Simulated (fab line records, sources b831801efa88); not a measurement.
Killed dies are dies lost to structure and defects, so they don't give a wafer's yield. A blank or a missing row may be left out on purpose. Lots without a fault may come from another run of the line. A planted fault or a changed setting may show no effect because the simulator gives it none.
A struck lot beside a sound one | flow sky130 | 16 steps out of a route of 708
Sound: wafers L561.1, L561.3, L561.4. Struck: wafers L544.1, L544.5, L544.6. The cause comes at the end.
At each step with rows: each side's tool, then ch and its chambers, then its first start. Under that, the readings that differ: sound wafers | struck wafers | difference of the means | sigmas: that difference in standard deviations of wafers without a fault.
alike: readings whose means differ by less than 2 such deviations, and words and numbers that are the same on both sides. not compared: withheld readings, readings that some wafer has no value for, bounds like >300 that may hide the same value, and numbers for which the record gives no deviation and whose values overlap.
The two part at a step that has a row with sigmas, a row that says differs or no value, or rows on one side only. Numbers that don't overlap but have no deviation are shown without sigmas and don't part them. A reading that every wafer of one side lacks parts them only if that side has two wafers or more.

SKY_SD_N_OVL_MEAS_08:
  sound on overlay-02, day 33 20:46; struck on overlay-01, day 28 13:40
  alike: SD_N_OVL
then, 2 steps without rows for these wafers: SKY_SD_N_IMPLANT_09; SKY_SD_N_IMPLANT_10.
SKY_SD_N_STRIP_11: strips in O2/N2.
  sound on plasma_asher-01 ch 0,1, day 33 21:06; struck on plasma_asher-01 ch 0,1, day 28 14:00
  alike: drypump_motor_current_A, oes_product_au, strip_time_to_endpoint_s
  not compared: rf_hours_counter_h
SKY_SD_N_TW_MEAS_12:
  sound on film_metro-03, day 33 21:12; struck on film_metro-02, day 28 14:06
  alike: SD_N_TW
then, 1 step without rows for these wafers: SKY_SD_N_CLEAN_13 (cleans in SC1/SC2, time 150 s).
SKY_SD_N_RTA_14: time 2 s.
  sound on rtp_anneal-01 ch 0, day 33 21:19; struck on rtp_anneal-02 ch 0, day 28 14:13
  alike: lamp_power_pct, wafer_temp_C_max
SKY_SD_N_RS_MEAS_16: measures by four-point-probe.
  sound on film_metro-01, day 33 21:32; struck on film_metro-03, day 28 14:23
  alike: SD_N_RS
SKY_SD_N_RS_MEAS_17: measures by four-point-probe.
  sound on film_metro-01, day 33 21:40; struck on film_metro-03, day 28 14:31
  alike: SD_P_RS
SKY_SD_N_RS_MEAS_18: measures by four-point-probe.
  sound on film_metro-01, day 33 21:47; struck on film_metro-03, day 28 14:38
  alike: RES_XHIGH_RS
then, 1 step without rows for these wafers: SKY_SALICIDE_CLEAN_00 (cleans in HF-last, time 30 s).
SKY_LI_CONTACT_HDPCVD_00: deposits PSG, target thk 930 nm, time 155 s.
  sound on hdpcvd-02 ch 0,1, day 33 21:55; struck on hdpcvd-01 ch 1,2, day 28 14:46
  reading                                       | sound             | struck            | difference | sigmas
  run_length_s (s)                              | 183.4 181.7 183.6 | 194.1 194.4 194.5 | +11.4      | +20
  model.PSG_of_LI_CONTACT_HDPCVD_00.thk_nm (nm) | 929.2 935.4 916.3 | 1011 996.2 1002   | +76        |
SKY_LI_CONTACT_THK_MEAS_01:
  sound on film_metro-03, day 33 22:01; struck on film_metro-01, day 28 14:52
  reading                    | sound       | struck        | difference | sigmas
  LI_CONTACT_HDPCVD_THK (nm) | 930 936 916 | 1011 996 1002 | +76        | +8
SKY_LI_CONTACT_CMP_02: polishes PSG.
  sound on cmp-01 ch 0,2,3, day 33 22:04; struck on cmp-02 ch 1,2,3, day 28 15:05
  reading                | sound          | struck         | difference | sigmas
  time_to_endpoint_s (s) | 28.6 25.6 24.2 | 39.5 38.5 41.4 | +13.7      | +5
  alike: motor_current_A
SKY_LI_CONTACT_BOW_MEAS_03:
  sound on film_metro-01, day 33 22:22; struck on film_metro-02, day 28 15:14
  alike: LI_CONTACT_BOW
-- the record jumps here: 18 days lie between the struck wafers' starts before and after (it left off in module LI_CONTACT and takes up again in module PAD_OPEN, whose first step shown is number 708 of the route) --
SKY_PAD_OPEN_PROBE_99:
  the record has rows for the struck wafers here (prober-01, day 46 09:55) and none for the sound ones

WHERE THEY PART
First at SKY_LI_CONTACT_HDPCVD_00; last, within this record, at SKY_PAD_OPEN_PROBE_99.

WHY: what the simulator had put in
Process parameter drift: hdpcvd-01, from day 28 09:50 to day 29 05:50, at SKY_LI_CONTACT_HDPCVD_00. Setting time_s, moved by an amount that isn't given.
